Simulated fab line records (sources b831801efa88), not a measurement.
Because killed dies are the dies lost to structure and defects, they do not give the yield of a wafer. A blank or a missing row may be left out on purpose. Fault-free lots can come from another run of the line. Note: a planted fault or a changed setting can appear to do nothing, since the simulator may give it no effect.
Matching of chambers | flow gf180mcu | 4 sister chambers for GF_STI_ETCH_14 on rie si-02
The step etches Si in HBr/Cl2/O2, target depth 360 nm, time 102.9 s. 8 wafers are shown with their chamber, then 9 later ones without.

== EACH WAFER AND ITS CHAMBER ==
wafer  | chamber | drypump motor current A (A) | oes product au (a.u.)
L309.5 | 0       | 6.0                         | 0.996
L309.6 | 1       | 5.8                         | 0.987
L311.1 | 1       | 5.8                         | 0.981
L311.3 | 3       | 5.7                         | 1.002
L311.4 | 2       | 5.9                         | 1.008
L313.3 | 0       | 6.0                         | 0.995
L313.5 | 3       | 5.6                         | 0.996
L313.6 | 2       | 5.9                         | 1.000

== WAFERS WITH NO CHAMBER GIVEN ==
wafer  | drypump motor current A (A) | oes product au (a.u.)
L318.2 | 6.0                         | 1.000
L318.5 | 5.8                         | 0.998
L318.6 | 5.9                         | 0.995
L324.2 | 5.7                         | 0.989
L324.3 | 5.9                         | 0.999
L324.4 | 5.7                         | 0.989
L325.1 | 5.7                         | 0.993
L325.5 | 5.7                         | 1.013
L325.6 | 5.7                         | 1.002

== CHAMBER TAKEN BY EACH ==
wafer  | from the rows above          | in truth
L318.2 | can't be placed: 0 or 2      | 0
L318.5 | can't be placed: 2 or 1 or 3 | 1
L318.6 | can't be placed: 2 or 0 or 1 | 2
L324.2 | can't be placed: 3 or 1      | 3
L324.3 | can't be placed: 2 or 0      | 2
L324.4 | can't be placed: 3 or 1      | 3
L325.1 | can't be placed: 3 or 1      | 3
L325.5 | 3                            | 3
L325.6 | 3                            | 3
Placed correctly: 2 of 9. Can't be placed from these rows: 7 (the true chamber is among the candidates in 7). Placed wrongly: 0.
How it was worked out, from the rows above alone: a wafer's distance from a chamber is the root of the sum, over the readings, of the square of ((its reading less the chamber's mean) divided by the reading's scatter). The wafer belongs to the nearest chamber; if the next one is less than 2 further off, it can't be placed. The mean given for a chamber averages the wafers shown for that chamber. The scatter: the root of (the sum of the squares of (reading less its chamber's mean) over the shown wafers, divided by (wafers less chambers)).
